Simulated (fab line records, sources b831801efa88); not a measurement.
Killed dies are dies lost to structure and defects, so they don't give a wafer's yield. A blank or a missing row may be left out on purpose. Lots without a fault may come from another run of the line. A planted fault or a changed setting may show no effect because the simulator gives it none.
Tool commonality check | flow sky130 | 11 lots, 33 wafers sampled

WHY IT WAS OPENED
At SKY_CAPM_THK_MEAS_01 the reading CAPM_CVD_00_THK is flagged on 3 of 11 lots. Wafers without a fault read 15.53 nm, standard deviation 0.24.
Rule: a lot is flagged when every wafer of it that has a number lies more than 4 standard deviations from that mean, or none has a number. The other lots count as sound.

lot  | measured     | on            | CAPM_CVD_00_THK (nm), wafer by wafer | flag
L678 | day 37 20:10 | film_metro-04 | 15.42 15.33 15.64                    |
L680 | day 38 17:51 | film_metro-04 | 15.57 15.69 16.08                    |
L685 | day 40 16:05 | film_metro-03 | 8.50 8.36 8.46                       | FLAGGED
L684 | day 40 19:16 | film_metro-04 | 8.94 8.38 9.38                       | FLAGGED
L687 | day 41 11:15 | film_metro-03 | 8.85 8.96 8.66                       | FLAGGED
L689 | day 41 21:46 | film_metro-01 | 15.26 15.51 15.44                    |
L691 | day 42 03:23 | film_metro-03 | 15.48 15.76 15.47                    |
L692 | day 42 09:38 | film_metro-01 | 15.75 15.60 15.79                    |
L693 | day 42 11:25 | film_metro-04 | 15.70 15.84 15.51                    |
L695 | day 43 01:31 | film_metro-03 | 14.98 15.42 15.50                    |
L696 | day 43 07:04 | film_metro-03 | 15.33 15.25 15.36                    |
The numbers of the flagged lots are 8.72 nm on average: -6.81 nm against the usual, or -28 standard deviations.

WHICH TOOL RAN EACH LOT
The record holds 3 process steps before the reading, out of a route of 708 steps. In each cell: the tool, then ch and the chambers that the sampled wafers went through, then the start.
lot  | flag    | SKY_VIA2_ETCH_14                   | SKY_VIA2_CMP_24               | SKY_CAPM_CVD_00
L678 |         | rie_diel-03 ch 1,2, day 37 18:24   | cmp-02 ch 1,2, day 37 19:40   | pecvd-02 ch 1,2, day 37 20:07
L680 |         | rie_diel-04 ch 1,2,3, day 38 15:57 | cmp-02 ch 1,3, day 38 17:25   | pecvd-01 ch 1,2, day 38 17:49
L685 | FLAGGED | rie_diel-02 ch 0,2,3, day 40 14:33 | cmp-02 ch 1,2, day 40 15:37   | pecvd-02 ch 0,1, day 40 16:04
L684 | FLAGGED | rie_diel-02 ch 0,2, day 40 17:42   | cmp-02 ch 0,1,3, day 40 18:53 | pecvd-02 ch 0,1,2, day 40 19:14
L687 | FLAGGED | rie_diel-03 ch 0,1,2, day 41 09:18 | cmp-02 ch 1,2,3, day 41 10:52 | pecvd-02 ch 1,2, day 41 11:13
L689 |         | rie_diel-04 ch 1,2,3, day 41 20:09 | cmp-01 ch 0,2,3, day 41 21:19 | pecvd-03 ch 1,2, day 41 21:44
L691 |         | rie_diel-03 ch 1,2,3, day 42 01:30 | cmp-02 ch 2,3, day 42 02:55   | pecvd-03 ch 1,2, day 42 03:22
L692 |         | rie_diel-03 ch 0,2,3, day 42 07:39 | cmp-01 ch 0,1,2, day 42 09:10 | pecvd-01 ch 0,1,2, day 42 09:37
L693 |         | rie_diel-02 ch 2,3, day 42 09:24   | cmp-01 ch 2,3, day 42 10:55   | pecvd-03 ch 0,1,2, day 42 11:22
L695 |         | rie_diel-04 ch 2,3, day 42 23:54   | cmp-02 ch 2,3, day 43 01:02   | pecvd-03 ch 0,2, day 43 01:29
L696 |         | rie_diel-03 ch 1,2, day 43 05:26   | cmp-01 ch 0,2,3, day 43 06:39 | pecvd-03 ch 0,2, day 43 07:01
What these steps do:
- SKY_VIA2_ETCH_14: etches BARC in N2/H2, stops on SiO2, time 45.9 s, target depth 60 nm.
- SKY_VIA2_CMP_24: polishes, stops on SiO2, t overpolish 20 s, target thk 0 nm.
- SKY_CAPM_CVD_00: deposits SiO2, target thk 15.5 nm.
- SKY_CAPM_THK_MEAS_01

FLAGGED OVER TOTAL, TOOL BY TOOL (the gauges that took the reading come last)
step                 | tool          | lots run | flagged | share of the flagged lots | sound lots run after its first flagged lot
SKY_VIA2_ETCH_14     | rie_diel-02   | 3        | 2       | some                      | 1 (L693)
SKY_VIA2_ETCH_14     | rie_diel-03   | 5        | 1       | some                      | 3 (L691,L692,L696)
SKY_VIA2_ETCH_14     | rie_diel-04   | 3        | 0       | none                      | -
SKY_VIA2_CMP_24      | cmp-01        | 4        | 0       | none                      | -
SKY_VIA2_CMP_24      | cmp-02        | 7        | 3       | all                       | 2 (L691,L695)
SKY_CAPM_CVD_00      | pecvd-01      | 2        | 0       | none                      | -
SKY_CAPM_CVD_00      | pecvd-02      | 4        | 3       | all                       | 0
SKY_CAPM_CVD_00      | pecvd-03      | 5        | 0       | none                      | -
SKY_CAPM_THK_MEAS_01 | film_metro-01 | 2        | 0       | none                      | -
SKY_CAPM_THK_MEAS_01 | film_metro-03 | 5        | 2       | some                      | 3 (L691,L695,L696)
SKY_CAPM_THK_MEAS_01 | film_metro-04 | 4        | 1       | some                      | 1 (L693)

WHAT THE TABLE ALLOWS
2 rows of the table ran every flagged lot: cmp-02 at SKY_VIA2_CMP_24, pecvd-02 at SKY_CAPM_CVD_00.
- cmp-02 at SKY_VIA2_CMP_24: 3 of its 7 lots flagged. Sound lots ran on it after the first flagged one (L691, L695), which a lasting fault on the whole tool wouldn't allow.
- pecvd-02 at SKY_CAPM_CVD_00: 3 of its 4 lots flagged. Its last sound lot is L678 (day 37 20:07), its first flagged lot L685 (day 40 16:04): a fault that began between those two fits.
One tool is left: pecvd-02 at SKY_CAPM_CVD_00.

WHAT THE SIMULATOR HAD PUT IN
Process parameter drift: pecvd-02, from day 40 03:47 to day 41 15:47, at SKY_CAPM_CVD_00. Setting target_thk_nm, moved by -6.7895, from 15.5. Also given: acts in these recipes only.
Lots struck among those shown: L685, L684, L687. The rule above found the same.
